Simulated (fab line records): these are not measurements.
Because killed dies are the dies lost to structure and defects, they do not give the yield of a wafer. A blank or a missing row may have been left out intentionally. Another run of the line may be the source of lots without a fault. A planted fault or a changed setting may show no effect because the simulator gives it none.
The tool behind it: which one? ; flow gf180mcu ; Sampling: 6 lots, 18 wafers, 2 of 602 route steps

## WHAT EACH GAUGE READ, for each wafer
GF_VT_IMPLANT_OVL_MEAS_40.
lot;measured;on;VT_IMPLANT_03_OVL (nm)
L777;day 8 09:01;overlay-02;-1.9 -0.8 -0.4
L779;day 8 22:14;overlay-01;1.2 0.2 -0.5
L783;day 10 01:14;overlay-01;-0.1 0.0 -0.5
L787;day 11 02:56;overlay-01;0.4 0.1 0.5
L792;day 12 10:05;overlay-01;-0.8 -1.6 0.1
L796;day 13 12:08;overlay-02;-0.6 0.5 -2.4

## WHICH TOOL RAN EACH LOT (tool, then ch and the chambers of the sampled wafers, then the start)
lot;GF_VT_IMPLANT_EXPOSE_37
L777;iline_stepper-02 ch 0, day 8 00:51
L779;iline_stepper-01 ch 0, day 8 14:36
L783;iline_stepper-01 ch 0, day 9 17:03
L787;iline_stepper-02 ch 0, day 10 18:32
L792;iline_stepper-02 ch 0, day 12 01:22
L796;iline_stepper-01 ch 0, day 13 02:53
- GF_VT_IMPLANT_EXPOSE_37: exposes mask Nwell HV AREA, target cd 860 nm.

## THE ANSWER, worked out from the rows above alone
Rule: what is usual is taken from the lots themselves. The widest of any qualifying gaps counts: lots, ordered by their means at a reading, are off when they make up no more than a third of the lots, leave a main group of 4 or more, and stand apart from it by 3 or more times the standard deviation of that group's means. A main group is skipped when, at the precision printed for the reading in the tables above, its means are all equal. Also off: a lot with no number at a reading for which 4 or more lots have one. All remaining lots with rows at the step are treated as sound.
Across all readings shown, no lot is off: no conclusion can be drawn from this.

## WHAT WAS PUT IN BY THE SIMULATOR
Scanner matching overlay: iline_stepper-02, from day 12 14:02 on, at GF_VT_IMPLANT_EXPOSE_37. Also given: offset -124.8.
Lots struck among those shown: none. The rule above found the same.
